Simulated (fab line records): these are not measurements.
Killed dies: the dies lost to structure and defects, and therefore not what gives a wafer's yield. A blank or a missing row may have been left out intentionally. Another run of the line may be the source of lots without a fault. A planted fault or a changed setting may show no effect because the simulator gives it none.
The same fault as seen by 2 desks	flow gf180mcu	only its own numbers are on each desk; what lay behind them is given at the end

## TOOL OWNER'S DESK, litho-track-02
The tool's own readings at GF_M3_PEB_12 (peb time 90 s): means of the sampled wafers that have a number, for each lot that ran on this tool. If a lot's mean is further than 4 standard deviations from the usual mean, the lot is out of limits and carries the mark OUT (the distance appears in the brackets).
Columns: A = chill-plate-temp-C at GF_M3_PEB_12, usual 22.97 C; B = exhaust-pa at GF_M3_PEB_12, usual 45.2 Pa
lot	first seen here	A	B
L244	day 21 17:19	23.00	44.9
L262	day 27 09:05	22.99	45.2
L265	day 28 07:17	22.83	45.1
L267	day 28 18:59	22.99	45.4
This desk's finding: nothing out of limits on any of the 4 lots.

## FROM THE METROLOGY DESK
Lot by lot, what the gauges showed, no matter which tool ran the lot: averages of those sampled wafers that carry a number. If a lot's mean is further than 4 standard deviations from the usual mean, the lot is out of limits and carries the mark OUT (the distance appears in the brackets).
Columns: A = cd-nm at GF_M3_CD_MEAS_14, usual 279.7 nm
lot	first seen here	A
L244	day 21 17:39	280.8
L247	day 22 17:34	279.7
L248	day 23 00:09	280.2
L249	day 23 02:14	280.4
L260	day 26 20:58	278.6
L261	day 26 23:47	278.6
L262	day 27 09:26	278.7
L263	day 27 19:58	280.6
L264	day 27 21:47	278.2
L265	day 28 07:38	279.2
L266	day 28 13:49	279.5
L267	day 28 23:16	280.7
This desk's finding: nothing out of limits on any of the 12 lots.

## TAKEN TOGETHER
Nothing out of limits was seen by the tool owner's desk.
Metrology desk: nothing out of limits seen.

## WHAT THE SIMULATOR PUT IN
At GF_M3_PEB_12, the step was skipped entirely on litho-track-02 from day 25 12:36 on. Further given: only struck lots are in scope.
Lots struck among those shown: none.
